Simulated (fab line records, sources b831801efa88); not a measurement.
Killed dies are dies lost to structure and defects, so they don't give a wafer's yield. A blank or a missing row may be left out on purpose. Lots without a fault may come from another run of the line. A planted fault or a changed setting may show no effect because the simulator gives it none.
A struck lot beside a sound one | flow sky130 | 18 steps out of a route of 708
Sound: wafers L847.1, L847.3, L847.5. Struck: wafers L844.2, L844.4, L844.5. The cause comes at the end.
At each step with rows: each side's tool, then ch and its chambers, then its first start. Under that, the readings that differ: sound wafers | struck wafers | difference of the means | sigmas: that difference in standard deviations of wafers without a fault.
alike: readings whose means differ by less than 2 such deviations, and words and numbers that are the same on both sides. not compared: withheld readings, readings that some wafer has no value for, bounds like >300 that may hide the same value, and numbers for which the record gives no deviation and whose values overlap.
The two part at a step that has a row with sigmas, a row that says differs or no value, or rows on one side only. Numbers that don't overlap but have no deviation are shown without sigmas and don't part them. A reading that every wafer of one side lacks parts them only if that side has two wafers or more.

first, 3 steps without rows for these wafers: SKY_VT_ADJUST_NCORE_EXPOSE_04 (exposes mask LVTN COMPLEMENT THIN, target cd 380 nm); SKY_VT_ADJUST_NCORE_PEB_05; SKY_VT_ADJUST_NCORE_DEVELOP_06 (develop time 60 s).
SKY_VT_ADJUST_NCORE_CD_MEAS_07: target cd 380 nm.
  sound on cd_sem-01, day 13 16:13; struck on cd_sem-02, day 12 20:13
  alike: cd_nm
SKY_VT_ADJUST_NCORE_OVL_MEAS_08:
  sound on overlay-02, day 13 16:20; struck on overlay-01, day 12 20:19
  alike: VT_ADJUST_NCORE_OVL
then, 1 step without rows for these wafers: SKY_VT_ADJUST_NCORE_IMPLANT_09.
SKY_VT_ADJUST_NCORE_STRIP_10: strips in O2/N2.
  sound on plasma_asher-02 ch 0,1, day 13 16:31; struck on plasma_asher-03 ch 0,1, day 12 20:29
  alike: drypump_motor_current_A, oes_product_au, strip_time_to_endpoint_s
  not compared: rf_hours_counter_h
SKY_VT_ADJUST_NCORE_TW_MEAS_11:
  sound on film_metro-04, day 13 16:37; struck on film_metro-03, day 12 20:36
  alike: VT_ADJUST_NCORE_TW
then, 4 steps without rows for these wafers: SKY_VT_ADJUST_HVTR_DEHYDRATE_00 (time 60 s); SKY_VT_ADJUST_HVTR_HMDS_01 (prime time 60 s); SKY_VT_ADJUST_HVTR_COAT_02 (resist thk 1140 nm); SKY_VT_ADJUST_HVTR_SOFTBAKE_03 (time 60 s).
SKY_VT_ADJUST_HVTR_EXPOSE_04: exposes mask HVTRM, target cd 380 nm.
  sound on iline_stepper-02 ch 0, day 14 05:41; struck on iline_stepper-01 ch 0, day 13 09:16
  reading              | sound                | struck               | difference | sigmas
  exposure_dose_mJ_cm2 | 149.65 149.80 149.68 | 153.08 152.96 152.89 | +3.27      | +22
  alike: mask, focus_offset_nm
then, 2 steps without rows for these wafers: SKY_VT_ADJUST_HVTR_PEB_05; SKY_VT_ADJUST_HVTR_DEVELOP_06 (develop time 60 s).
SKY_VT_ADJUST_HVTR_CD_MEAS_07: target cd 380 nm.
  sound on cd_sem-02, day 14 18:29; struck on cd_sem-02, day 13 22:12
  alike: cd_nm
SKY_VT_ADJUST_HVTR_OVL_MEAS_08:
  sound on overlay-02, day 14 18:36; struck on overlay-02, day 13 22:18
  alike: VT_ADJUST_HVTR_OVL
-- the record jumps here: 35 days lie between the struck wafers' starts before and after (it left off in module VT_ADJUST_HVTR and takes up again in module PAD_OPEN, whose first step shown is number 708 of the route) --
SKY_PAD_OPEN_PROBE_99:
  sound on prober-02, day 49 19:28; struck on prober-01, day 49 05:17
  alike: killed_at_M0_to_M3, killed_at_M4_up, killed_at_contacts, killed_at_front_end, killed_at_other, killed_dies, killed_open, killed_short

WHERE THEY PART
Only at SKY_VT_ADJUST_HVTR_EXPOSE_04, within this record. Later steps at which nothing parts them and some readings are alike: SKY_VT_ADJUST_HVTR_CD_MEAS_07, SKY_VT_ADJUST_HVTR_OVL_MEAS_08, SKY_PAD_OPEN_PROBE_99.

WHY: what the simulator had put in
Process parameter drift: iline_stepper-01, from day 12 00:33 on, at SKY_VT_ADJUST_HVTR_EXPOSE_04. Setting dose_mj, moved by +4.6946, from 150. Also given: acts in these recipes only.
